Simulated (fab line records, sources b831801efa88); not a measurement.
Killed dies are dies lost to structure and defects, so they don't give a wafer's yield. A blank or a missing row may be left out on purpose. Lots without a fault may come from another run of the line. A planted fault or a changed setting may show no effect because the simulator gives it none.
fab line records | flow sfq_line
record lots=15 wafers=45 last_day=86
route steps=325 shown R5@216 I5@237 C5@249 M6@258
lots that met no fault: from a run of the same line without faults
start_h: hours from the record's first day to the start of the lot's first wafer shown | wait_h: hours since the lot's step before | " the same as in the row above | L1.1+2: a row that stands for several wafers | - no value, or no start given | * or withheld: withheld | < > ~ a bound
route shown NAME@n: a module of which the file shows steps, and the number in the route of the first | usual: mean/standard deviation of fault-free wafers | same: alike in all rows | chamber/n: place in a boat | sites: the reading at each site | _std_site: their standard deviation | _edge_site: outer sites' mean less inner sites' | radius_mm: how far each site lies from the wafer's centre | mask NAME#n: copy n | behind: the tool/chamber that last shaped the wafer | hold: why the lot was held/for how many hours/how that ended | device: the transistor (n, p or np) that didn't switch | end of line: the same wafers' tests at the end of the route | a step without rows: its recipe alone | killed: dies lost to structure and defects at the first sort, not the wafer's yield | map: a wafer's dies, x killed, . not, _ none there
set.NAME: the setting as run; set.NAME@STEP: as run at that earlier step | model.NAME: the simulator's own value behind a step, which no gauge read
steps of the route over a sample of lots; a table a step, a row a wafer
services: from which hour (start_h, from the record's first day; less than 0 if before it) a tool's chamber was out of use, for how many hours, and why
## steps
# step SFQ_R5_THK_MEAS_934
# recipe thk_meas_gauge=xrf reads=MoNx_of_TRILAYER_R5_DEP_SPUTTER_133
# usual R5_MONX_THK=40.1/0.54
# columns lot.wafer tool chamber start_h wait_h R5_MONX_THK[nm]
L564.1 film_metro-02 - 1244.78 0.1 39.7
L564.2 " - " " 39.5
L564.3 " - " " 39.3
L565.2 film_metro-03 - 1250.79 0.1 40.1
L565.4 " - " " 39.6
L565.6 " - " " 40.0
L566.1 film_metro-01 - 1256.40 0.1 41.0
L566.2 " - " " 40.5
L566.4 " - " " 40.9
L567.1 film_metro-02 - 1262.78 0.1 39.1
L567.3 " - " " 39.2
L567.6 " - " " 39.9
L568.1 film_metro-01 - 1263.40 0.1 41.1
L568.2 " - " " 39.8
L568.5 " - " " 40.8
L569.1 film_metro-02 - 1272.40 0.1 39.9
L569.3 " - " " 40.1
L569.4 " - " " 39.3
L570.1 film_metro-02 - 1278.40 0.1 40.5
L570.3 " - " " 40.2
L570.5 " - " " 40.7
L571.1 film_metro-02 - 1283.78 0.1 41.3
L571.4 " - " " 41.4
L571.6 " - " " 41.3
L572.1 film_metro-02 - 1407.77 0.1 39.6
L572.3 " - " " 40.3
L572.4 " - " " 39.7
L575.2 film_metro-02 - 1449.48 0.1 40.8
L575.3 " - " " 40.3
L575.4 " - " " 40.7
L576.2 film_metro-02 - 1452.48 0.1 41.0
L576.3 " - " " 40.1
L576.4 " - " " 40.0
L580.2 film_metro-02 - 1470.48 0.1 40.0
L580.3 " - " " 40.7
L580.5 " - " " 40.0
L581.2 film_metro-03 - 1473.48 0.1 40.8
L581.4 " - " " 40.6
L581.6 " - " " 40.5
L582.1 film_metro-02 - 1476.47 0.1 39.4
L582.2 " - " " 40.2
L582.3 " - " " 39.5
L587.2 film_metro-02 - 1524.45 0.1 40.2
L587.3 " - " " 39.4
L587.6 " - " " 40.0
# step SFQ_TRILAYER_I5_ETCH_VIA_ETCH_147
# recipe stop_on=Nb mask_material=PR chemistry=CHF3 target_depth_nm=360 source_w=500 bias_w=80 pressure_mtorr=30 time_s=withheld
# usual drypump_motor_current_A=5.55/0.25 oes_product_au=0.986/0.0076
# columns lot.wafer tool chamber start_h wait_h drypump_motor_current_A oes_product_au
L564.1 rie_diel-04 0 1495.65 0.0 5.83 0.988
L564.2 " 1 " " 5.96 0.986
L564.3 " 3 " " 5.37 1.005
L565.2 rie_diel-02 0 1498.05 0.0 5.48 0.986
L565.4 " 3 " " 5.77 0.995
L565.6 " 0 " " 5.51 0.988
L566.1 rie_diel-04 2 1504.32 0.0 5.25 0.984
L566.2 " 1 " " 5.94 0.989
L566.4 " 0 " " 5.83 0.972
L567.1 rie_diel-01 1 1507.65 0.0 5.56 0.975
L567.3 " 2 " " 5.42 0.993
L567.6 " 1 " " 5.55 0.981
L568.1 rie_diel-04 0 1508.85 0.0 5.81 0.977
L568.2 " 2 " " 5.23 0.989
L568.5 " 3 " " 5.41 1.003
L569.1 rie_diel-01 3 1516.05 0.0 5.66 0.984
L569.3 " 2 " " 5.41 1.001
L569.4 " 0 " " 5.10 0.991
L570.1 rie_diel-02 2 1518.45 0.0 5.58 0.998
L570.3 " 0 " " 5.50 0.987
L570.5 " 0 " " 5.49 0.990
L571.1 rie_diel-04 2 1522.90 0.0 5.25 0.984
L571.4 " 0 " " 5.85 0.974
L571.6 " 2 " " 5.25 0.991
L572.1 rie_diel-02 2 1538.50 0.0 5.55 0.999
L572.3 " 3 " " 5.78 0.982
L572.4 " 2 " " 5.56 0.993
L575.2 rie_diel-02 0 1566.23 0.0 5.51 0.994
L575.3 " 2 " " 5.54 0.987
L575.4 " 3 " " 5.76 0.975
L576.2 rie_diel-01 3 1568.63 0.0 5.66 0.980
L576.3 " 1 " " 5.53 0.968
L576.4 " 2 " " 5.40 0.994
L580.2 rie_diel-04 0 1581.83 0.0 5.79 0.975
L580.3 " 2 " " 5.25 0.995
L580.5 " 3 " " 5.37 0.990
L581.2 rie_diel-04 2 1586.41 0.0 5.23 0.990
L581.4 " 0 " " 5.86 0.976
L581.6 " 0 " " 5.83 0.969
L582.1 rie_diel-01 0 1590.01 0.0 5.08 0.977
L582.2 " 3 " " 5.64 0.991
L582.3 " 2 " " 5.42 0.990
L587.2 rie_diel-04 3 1610.44 0.0 5.35 0.991
L587.3 " 0 " " 5.83 0.975
L587.6 " 3 " " 5.36 0.992
# step SFQ_TRILAYER_C5_STRIP_STRIP_155
# recipe gas=O2 power_w=200 platen_temp_c=40 overash_fraction=0.65 chemistry=O2 pressure_mtorr=50
# usual drypump_motor_current_A=6.0/0.42 oes_product_au=0.998/0.013
# columns lot.wafer tool chamber start_h wait_h drypump_motor_current_A oes_product_au rf_hours_counter_h
L564.1 rie_metal-03 1 1500.15 - 6.6 1.010 131
L564.2 " 0 " " 6.2 1.001 43
L564.3 " 1 " " 6.6 1.007 -
L565.2 rie_metal-03 0 1502.55 - 6.2 1.008 43
L565.4 " 1 " " 6.6 1.022 -
L565.6 " 0 " " 6.2 0.996 -
L566.1 rie_metal-04 1 1507.64 - 5.6 1.002 60
L566.2 " 0 " " 5.7 0.983 29
L566.4 " 1 " " 5.6 0.988 -
L567.1 rie_metal-04 1 1511.60 - 5.5 0.999 61
L567.3 " 1 " " 5.5 0.996 -
L567.6 " 1 " " 5.5 0.988 -
L568.1 rie_metal-04 1 1514.00 - 5.6 0.992 61
L568.2 " 0 " " 5.7 0.970 30
L568.5 " 0 " " 5.7 0.973 -
L569.1 rie_metal-04 1 1519.35 - 5.5 0.998 62
L569.3 " 0 " " 5.7 0.958 -
L569.4 " 1 " " 5.5 0.990 -
L570.1 rie_metal-02 1 1521.88 - 6.2 1.018 122
L570.3 " 0 " " 5.4 0.999 -
L570.5 " 1 " " 6.2 1.006 -
L571.1 rie_metal-03 1 1526.22 - 6.5 1.008 135
L571.4 " 1 " " 6.5 1.003 -
L571.6 " 1 " " 6.6 1.009 -
L572.1 rie_metal-03 0 1541.80 - 6.2 0.994 48
L572.3 " 1 " " 6.6 0.993 -
L572.4 " 0 " " 6.2 0.986 -
L575.2 rie_metal-03 1 1571.34 - 6.5 1.006 143
L575.3 " 0 " " 6.2 0.999 -
L575.4 " 1 " " 6.6 1.002 -
L576.2 rie_metal-04 1 1573.74 - 5.6 0.997 68
L576.3 " 1 " " 5.6 0.995 -
L576.4 " 0 " " 5.7 0.975 -
L580.2 rie_metal-04 0 1593.75 - 5.7 0.980 40
L580.3 " 1 " " 5.6 1.001 -
L580.5 " 1 " " 5.5 0.996 -
L581.2 rie_metal-03 0 1594.95 - 6.2 0.992 56
L581.4 " 0 " " 6.2 1.002 -
L581.6 " 0 " " 6.2 1.012 -
L582.1 rie_metal-04 1 1596.15 - 5.5 1.002 71
L582.2 " 0 " " 5.7 0.978 40
L582.3 " 1 " " 5.5 1.000 -
L587.2 rie_metal-02 1 1614.84 - 6.2 1.010 135
L587.3 " 0 " " 5.4 0.998 -
L587.6 " 0 " " 5.4 1.001 -
# step SFQ_TRILAYER_M6_LITHO_EXPOSE_160
# recipe mask_id=M6 na=0.6 source_shape=conventional sigma_outer=0.65 target_cd_nm=500 dose_mj=14.4
# usual exposure_dose_mJ_cm2=14.402/0.014 focus_offset_nm=0.2/0.56
# columns lot.wafer tool chamber start_h wait_h mask exposure_dose_mJ_cm2 focus_offset_nm
L564.1 krf_scanner-01 0 1502.13 - M6#0 14.398 0.4
L564.2 " 0 " " M6#0 14.399 0.3
L564.3 " 0 " " M6#0 14.390 -0.6
L565.2 krf_scanner-01 0 1504.58 - M6#0 14.417 -0.1
L565.4 " 0 " " M6#0 14.429 -0.3
L565.6 " 0 " " M6#0 14.405 -0.8
L566.1 krf_scanner-01 0 1511.18 - M6#0 14.418 1.3
L566.2 " 0 " " M6#0 14.420 0.0
L566.4 " 0 " " M6#0 14.392 0.8
L567.1 krf_scanner-01 0 1513.58 - M6#0 14.420 0.3
L567.3 " 0 " " M6#0 14.369 -0.1
L567.6 " 0 " " M6#0 14.413 0.2
L568.1 krf_scanner-01 0 1515.98 - M6#0 14.396 1.0
L568.2 " 0 " " M6#0 14.390 0.4
L568.5 " 0 " " M6#0 14.398 0.5
L569.1 krf_scanner-01 0 1632.02 - M6#0 14.372 0.3
L569.3 " 0 " " M6#0 14.396 -0.2
L569.4 " 0 " " M6#0 14.390 0.8
L570.1 krf_scanner-02 0 1637.93 - M6#0 14.399 0.5
L570.3 " 0 " " M6#0 14.391 0.8
L570.5 " 0 " " M6#0 14.397 1.3
L571.1 krf_scanner-02 0 1641.53 - M6#0 14.385 -0.5
L571.4 " 0 " " M6#0 14.407 0.2
L571.6 " 0 " " M6#0 14.387 -0.3
L572.1 krf_scanner-02 0 1666.73 - M6#0 14.416 -0.1
L572.3 " 0 " " M6#0 14.410 0.9
L572.4 " 0 " " M6#0 14.424 0.9
L575.2 krf_scanner-01 0 1691.06 - M6#0 14.381 1.1
L575.3 " 0 " " M6#0 14.381 1.0
L575.4 " 0 " " M6#0 14.393 0.9
L576.2 krf_scanner-01 0 1692.26 - M6#0 14.400 0.7
L576.3 " 0 " " M6#0 14.401 0.9
L576.4 " 0 " " M6#0 14.394 1.0
L580.2 krf_scanner-01 - 1706.66 - M6#0 - -
L580.3 " - " " M6#0 - -
L580.5 " - " " M6#0 - -
L581.2 krf_scanner-01 - 1707.86 - M6#0 - -
L581.4 " - " " M6#0 - -
L581.6 " - " " M6#0 - -
L582.1 krf_scanner-01 - 1711.26 - M6#0 - -
L582.2 " - " " M6#0 - -
L582.3 " - " " M6#0 - -
L587.2 krf_scanner-02 0 1717.58 - M6#0 14.402 1.1
L587.3 " 0 " " M6#0 14.410 0.1
L587.6 " 0 " " M6#0 14.389 1.1
## services
# columns tool chamber start_h hours kind
rie_diel-02 3 1473.28 2.9 repair
rie_diel-01 - 1496.27 0.6 repair
rie_diel-01 - 1517.92 2.8 pm
krf_scanner-02 - 1518.08 1.0 pm
rie_metal-04 - 1542.24 14.6 pm
krf_scanner-01 - 1552.53 0.8 pm
rie_metal-03 0 1555.44 6.7 repair
rie_metal-03 1 1566.50 1.8 repair
rie_metal-02 - 1570.84 1.4 pm
krf_scanner-02 - 1582.31 0.2 repair
krf_scanner-02 - 1582.61 0.2 repair
krf_scanner-01 - 1583.50 1.3 pm
krf_scanner-02 - 1590.83 1.3 pm
rie_metal-03 - 1611.13 14.6 pm
rie_diel-01 1 1631.10 10.0 repair
krf_scanner-01 - 1634.42 1.0 pm
rie_metal-03 - 1641.04 2.8 pm
rie_diel-02 - 1646.72 2.8 pm
rie_diel-04 3 1650.28 5.5 repair
rie_diel-04 1 1650.32 5.3 repair
krf_scanner-02 - 1687.13 1.0 pm
rie_diel-01 - 1689.45 0.1 repair
rie_metal-04 - 1702.26 0.6 repair
rie_metal-04 1 1703.46 21.6 repair
## key
first_sign step=SFQ_TRILAYER_M6_LITHO_EXPOSE_160 reading=tool_record direction=missing
effect none on later readings
met_at SFQ_TRILAYER_M6_LITHO_EXPOSE_160
struck_lots L580,L581,L582
not_acting_at SFQ_R5_THK_MEAS_934,SFQ_TRILAYER_I5_ETCH_VIA_ETCH_147,SFQ_TRILAYER_C5_STRIP_STRIP_155
onset_between 1692.26 1706.66
fault kind=skipped_step_whole tool=krf_scanner-01 chamber=- onset_h=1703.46 steps=SFQ_TRILAYER_M6_LITHO_EXPOSE_160 scope=struck_lots_only
